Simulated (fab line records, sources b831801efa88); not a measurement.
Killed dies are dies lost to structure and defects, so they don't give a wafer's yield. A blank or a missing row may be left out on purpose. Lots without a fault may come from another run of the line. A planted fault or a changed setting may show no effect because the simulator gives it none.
Which tool did it? | flow sky130 | 6 lots, 18 wafers sampled, at 2 steps of a route of 708

WHAT THE GAUGES READ, wafer by wafer
SKY_LI_CONTACT_THK_MEAS_01.
lot  | measured     | on            | LI_CONTACT_HDPCVD_THK (nm)
L702 | day 27 22:52 | film_metro-03 | 922 901 931
L707 | day 29 19:43 | film_metro-03 | 936 939 939
L709 | day 30 09:30 | film_metro-01 | 1116 1116 1110
L718 | day 33 15:29 | film_metro-03 | 925 937 920
L720 | day 33 22:58 | film_metro-01 | 914 927 936
L722 | day 35 00:23 | film_metro-01 | 929 934 934

WHICH TOOL RAN EACH LOT (tool, then ch and the chambers of the sampled wafers, then the start)
lot  | SKY_LI_CONTACT_HDPCVD_00
L702 | hdpcvd-02 ch 0,1,2, day 27 22:45
L707 | hdpcvd-01 ch 0,1,2, day 29 19:37
L709 | hdpcvd-02 ch 0,1, day 30 09:23
L718 | hdpcvd-02 ch 0,1,2, day 33 15:23
L720 | hdpcvd-02 ch 0,1,2, day 33 22:52
L722 | hdpcvd-02 ch 1,2, day 35 00:17
- SKY_LI_CONTACT_HDPCVD_00: deposits PSG, target thk 930 nm, time 155 s.

THE ANSWER, worked out from the rows above alone
Rule: what is usual is taken from the lots themselves. Put in order of their means at a reading, lots are off if they are a third of the lots or fewer, leave a main group of 4 or more, and stand apart from it by a gap of 3 or more times the standard deviation of the main group's means; of several such gaps the widest counts. A main group whose means are all the same, to the digits that the tables above print for the reading, isn't used. A lot without any number at a reading at which 4 lots or more have one is off too. The other lots that the step has rows for count as sound.
Off: L709, at SKY_LI_CONTACT_THK_MEAS_01 (LI_CONTACT_HDPCVD_THK). The main group: mean 928 nm, standard deviation 6.7.
A tool fits if, at a process step before that reading, it ran every lot that is off, and no sound lot after the first of them. The gauges at SKY_LI_CONTACT_THK_MEAS_01 are tried like those tools. None of those tried fits.

WHAT THE SIMULATOR HAD PUT IN
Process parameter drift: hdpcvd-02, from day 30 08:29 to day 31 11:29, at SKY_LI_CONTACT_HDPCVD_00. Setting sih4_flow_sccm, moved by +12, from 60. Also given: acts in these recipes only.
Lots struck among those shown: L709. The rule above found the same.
